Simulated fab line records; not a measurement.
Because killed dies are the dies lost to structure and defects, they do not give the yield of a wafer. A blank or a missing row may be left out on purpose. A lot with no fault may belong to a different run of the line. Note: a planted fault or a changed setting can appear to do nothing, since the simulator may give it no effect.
The same fault as seen by 2 desks | flow gf180mcu | each desk holds nothing but its own numbers, with what lay behind them at the end

TOOL OWNER'S DESK, implanter-01
For each lot that ran on this tool, the mean over its sampled wafers that have a number, from the tool's own readings at GF_MVSD_IMPLANT_09. If a lot's mean is further than 4 standard deviations from the usual mean, the lot is out of limits and carries the mark OUT (the distance appears in the brackets).
Columns: A = beam_energy_keV at GF_MVSD_IMPLANT_09, usual 99.99; B = dose_ions_cm2 at GF_MVSD_IMPLANT_09, usual 5e+12; C = faraday_current_uA at GF_MVSD_IMPLANT_09, usual 28.2
lot  | first seen here | A      | B                       | C
L301 | day 5 03:47     | 99.99  | 5e+12                   | 28.2
L302 | day 5 05:51     | 99.99  | 5e+12                   | 28.3
L306 | day 6 04:34     | 99.98  | 4e+12 (-99 or more) OUT | 22.7 (-11) OUT
L309 | day 6 14:11     | 100.03 | 4e+12 (-99 or more) OUT | 22.6 (-11) OUT
L310 | day 6 17:05     | 99.99  | 4e+12 (-99 or more) OUT | 22.4 (-12) OUT
Finding of this desk: L306, L309, L310 out of limits; the first was L306 at day 6 04:34, on dose_ions_cm2 at GF_MVSD_IMPLANT_09. L301, L302 stayed within limits.

THE METROLOGY DESK
What the gauges read for every lot (on any tool): the sampled wafers with a number, averaged. If a lot's mean is further than 4 standard deviations from the usual mean, the lot is out of limits and carries the mark OUT (the distance appears in the brackets).
Columns: A = MVSD_RS at GF_VT_IMPLANT_RS_MEAS_46, usual 457.2 ohm/sq; B = POLY_GATE_CVD_00_THK at GF_POLY_GATE_THK_MEAS_01, usual 200.2 nm; C = SAB_OVL at GF_SAB_OVL_MEAS_10, usual -1.2 nm
lot  | first seen here | A               | B     | C
L301 | day 8 08:03     | 458.4           | 199.8 | -1.5
L302 | day 8 09:51     | 456.0           | 196.3 | -0.6
L305 | day 8 22:56     | 456.7           | 197.8 | -0.9
L306 | day 9 11:02     | 473.4 (+14) OUT | 200.6 | -1.4
L309 | day 9 22:20     | 472.1 (+12) OUT | 202.9 | 0.1
L310 | day 10 02:00    | 472.9 (+13) OUT | 202.5 | -0.7
L314 | day 11 03:49    | 458.4           | 198.5 | -0.8
L315 | day 11 08:54    | 455.9           | 200.5 | -1.4
L316 | day 11 16:44    | 456.0           | 202.5 | -2.6
L317 | day 11 23:31    | 457.7           | 200.1 | -2.6
L318 | day 12 03:53    | 456.9           | 201.6 | -0.5
L322 | day 13 07:07    | 455.9           | 199.3 | -0.8
L324 | day 13 17:26    | 456.6           | 200.4 | -0.4
Finding of this desk: L306, L309, L310 out of limits, first seen on L306 at day 9 11:02 (MVSD_RS at GF_VT_IMPLANT_RS_MEAS_46). L301, L302, L305, L314, L315, L316, L317, L318, L322, L324 stayed within limits.

TAKEN TOGETHER
At day 6 04:34, on L306, L309, L310, the tool owner's desk was in a position to raise an alarm.
The metrology desk could have raised an alarm at day 9 11:02, on L306, L309, L310.
Of the lots named, all ran GF_MVSD_IMPLANT_09 on implanter-01.

WHAT THE SIMULATOR HAD PUT IN
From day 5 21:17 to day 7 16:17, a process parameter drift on implanter-01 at GF_MVSD_IMPLANT_09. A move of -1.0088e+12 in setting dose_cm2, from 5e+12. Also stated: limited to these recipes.
Lots struck among those shown: L306, L309, L310.
Fault start to first reading out of limits, in hours, per desk: tool owner, 7; metrology, 86.
